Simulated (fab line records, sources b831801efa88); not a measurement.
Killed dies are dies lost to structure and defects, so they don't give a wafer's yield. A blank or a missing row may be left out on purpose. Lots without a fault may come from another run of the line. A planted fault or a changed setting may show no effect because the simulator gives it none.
One fault seen from 2 desks | flow sky130 | each desk has only its own numbers; what lay behind them comes last

THE METROLOGY DESK
What the gauges read, lot by lot, whatever tool the lot ran on: means of the sampled wafers that have a number. A lot is out of limits, marked OUT, if its mean lies more than 4 standard deviations from the usual mean; the brackets give that distance.
Columns: A = VT_ADJUST_PCH_OVL at SKY_VT_ADJUST_PCH_OVL_MEAS_07, usual 0.6 nm; B = cd_nm at SKY_LDD_P_CD_MEAS_07, usual 380.0 nm; C = LDD_LDN_OVL at SKY_LDD_LDN_OVL_MEAS_07, usual -0.3 nm
lot  | first seen here | A    | B               | C
L930 | day 10 14:28    | 0.6  | 381.6           | -0.9
L932 | day 11 03:25    | 0.5  | 378.1           | -0.8
L933 | day 11 11:55    | 1.3  | 379.8           | 1.2
L935 | day 12 02:25    | 1.6  | 382.5           | 0.3
L937 | day 12 16:12    | 0.7  | 381.9           | -0.3
L939 | day 13 05:43    | -1.2 | 378.2           | 0.4
L940 | day 13 09:50    | -1.9 | 382.8           | -0.0
L941 | day 13 16:31    | -0.2 | 378.7           | 0.9
L942 | day 14 04:07    | -1.1 | 378.6           | -0.7
L944 | day 15 00:43    | 2.1  | 348.6 (-14) OUT | -0.8
L945 | day 15 04:15    | 1.7  | 378.4           | -1.6
L946 | day 15 17:04    | 2.4  | 347.9 (-15) OUT | 1.0
L952 | day 17 12:38    | 0.9  | 378.2           | -0.1
L953 | day 17 23:37    | 1.1  | 378.5           | -0.2
This desk's finding: out of limits on L944, L946; first on L944, day 24 11:49 (cd_nm at SKY_LDD_P_CD_MEAS_07). In limits: L930, L932, L933, L935, L937, L939, L940, L941, L942, L945, L952, L953.

THE TOOL OWNER'S DESK: litho_track-01
The tool's own readings at SKY_LDD_P_DEVELOP_06 (develop time 60 s): means of the sampled wafers that have a number, for each lot that ran on this tool. A lot is out of limits, marked OUT, if its mean lies more than 4 standard deviations from the usual mean; the brackets give that distance.
Columns: A = developer_temp_C at SKY_LDD_P_DEVELOP_06, usual 23.01 C
lot  | first seen here | A
L933 | day 20 09:43    | 22.95
L939 | day 22 14:11    | 22.91
L941 | day 23 02:23    | 23.12
L942 | day 23 08:52    | 23.07
L944 | day 24 11:40    | 22.84
L946 | day 25 04:55    | 23.04
This desk's finding: nothing out of limits on any of the 6 lots.

PUT TOGETHER
The metrology desk could have raised an alarm at day 24 11:49, on L944, L946.
The tool owner's desk saw nothing out of limits.
The tool owner's desk has L944, L946 on record, within its limits.
Of the lots named, all ran SKY_LDD_P_DEVELOP_06 on litho_track-01.

WHAT THE SIMULATOR HAD PUT IN
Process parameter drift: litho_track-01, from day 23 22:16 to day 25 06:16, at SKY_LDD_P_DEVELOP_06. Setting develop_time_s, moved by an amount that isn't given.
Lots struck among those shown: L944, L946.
Hours from the fault's start to each desk's first reading out of limits: the metrology desk, 14.
